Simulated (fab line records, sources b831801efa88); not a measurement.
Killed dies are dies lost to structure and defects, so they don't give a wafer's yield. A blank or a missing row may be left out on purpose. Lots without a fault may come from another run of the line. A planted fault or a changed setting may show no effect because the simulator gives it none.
Which tool did it? | flow sky130 | 12 lots, 36 wafers sampled, at 3 steps of a route of 708

WHAT THE GAUGES READ, wafer by wafer
SKY_FIELD_ISO_CD_MEAS_13: target cd 150 nm. Usual: cd_nm 150.4 nm, standard deviation 1.4.
lot  | measured    | on        | cd_nm (nm)        | flag
L436 | day 2 05:49 | cd_sem-01 | 147.6 149.3 148.5 |
L438 | day 2 14:50 | cd_sem-02 | 151.0 151.2 150.6 |
L439 | day 2 19:53 | cd_sem-01 | 152.1 150.2 151.6 |
L440 | day 3 03:07 | cd_sem-01 | 149.7 147.8 149.1 |
L442 | day 3 12:37 | cd_sem-01 | 153.6 154.0 153.4 |
L443 | day 3 18:45 | cd_sem-01 | 149.2 149.7 148.6 |
L444 | day 3 22:42 | cd_sem-01 | 149.0 149.1 149.7 |
L445 | day 4 04:15 | cd_sem-02 | 150.6 151.9 151.0 |
L447 | day 4 14:13 | cd_sem-02 | 150.4 150.0 149.5 |
L448 | day 4 19:50 | cd_sem-02 | 149.2 148.2 148.3 |
L449 | day 5 01:11 | cd_sem-01 | 150.5 150.6 149.8 |
L450 | day 5 06:47 | cd_sem-01 | 150.7 150.1 149.9 |

SKY_NWELL_TW_MEAS_26. Usual: NWELL_2_TW 502, standard deviation 5.4.
lot  | measured    | on            | NWELL_2_TW  | flag
L436 | day 5 08:13 | film_metro-02 | 497 499 497 |
L438 | day 5 20:11 | film_metro-04 | 507 508 506 |
L439 | day 5 23:17 | film_metro-01 | 501 502 497 |
L440 | day 6 05:52 | film_metro-01 | 501 498 499 |
L442 | day 6 19:19 | film_metro-02 | 497 501 498 |
L443 | day 7 04:50 | film_metro-02 | 497 499 498 |
L444 | day 7 08:19 | film_metro-04 | 511 509 509 |
L445 | day 7 15:13 | film_metro-02 | 500 497 500 |
L447 | day 7 23:13 | film_metro-01 | 961 956 958 | OFF
L448 | day 8 07:24 | film_metro-01 | 959 962 956 | OFF
L449 | day 8 15:24 | film_metro-02 | 946 951 951 | OFF
L450 | day 8 23:35 | film_metro-04 | 975 978 979 | OFF

WHICH TOOL RAN EACH LOT (tool, then ch and the chambers of the sampled wafers, then the start)
lot  | SKY_NWELL_IMPLANT_24
L436 | implanter-01 ch 0, day 5 07:58
L438 | implanter-03 ch 0, day 5 16:10
L439 | implanter-02 ch 0, day 5 23:02
L440 | implanter-03 ch 0, day 6 05:38
L442 | implanter-03 ch 0, day 6 19:04
L443 | implanter-02 ch 0, day 7 04:37
L444 | implanter-03 ch 0, day 7 08:06
L445 | implanter-01 ch 0, day 7 14:58
L447 | implanter-03 ch 0, day 7 22:58
L448 | implanter-02 ch 0, day 8 07:11
L449 | implanter-02 ch 0, day 8 15:11
L450 | implanter-03 ch 0, day 8 23:21
- SKY_NWELL_IMPLANT_24

WHAT THE TOOLS THEMSELVES READ (means of the sampled wafers that have a number; where no wafer has one, the mark that the record gives instead)
SKY_NWELL_IMPLANT_24. Usual: beam_on_s 9.99 s, standard deviation 0.18.
lot  | tool         | beam_on_s (s) | flag
L436 | implanter-01 | 9.93          |
L438 | implanter-03 | 10.17         |
L439 | implanter-02 | 10.02         |
L440 | implanter-03 | 10.20         |
L442 | implanter-03 | 10.20         |
L443 | implanter-02 | 9.95          |
L444 | implanter-03 | 9.98          |
L445 | implanter-01 | 9.96          |
L447 | implanter-03 | 10.11         |
L448 | implanter-02 | 9.85          |
L449 | implanter-02 | 9.99          |
L450 | implanter-03 | 10.07         |

THE ANSWER, worked out from the rows above alone
Rule: a lot is off if the mean of its wafers that have a number lies more than 3 standard deviations from the usual mean. A lot without any number at a reading at which 4 lots or more have one is off too. The other lots that the step has rows for count as sound. The gauges are gone through in route order, then the tools' own readings, and for those a lot's mean is taken as printed above. The first step at which some lot is off is used, and at that step the reading that is off furthest; a lot without a number counts as furthest.
Off: L447, L448, L449, L450, at SKY_NWELL_TW_MEAS_26 (NWELL_2_TW).
A tool fits if, at a process step before that reading, it ran every lot that is off, and no sound lot after the first of them. The gauges at SKY_NWELL_TW_MEAS_26 are tried like those tools. None of those tried fits.

WHAT THE SIMULATOR HAD PUT IN
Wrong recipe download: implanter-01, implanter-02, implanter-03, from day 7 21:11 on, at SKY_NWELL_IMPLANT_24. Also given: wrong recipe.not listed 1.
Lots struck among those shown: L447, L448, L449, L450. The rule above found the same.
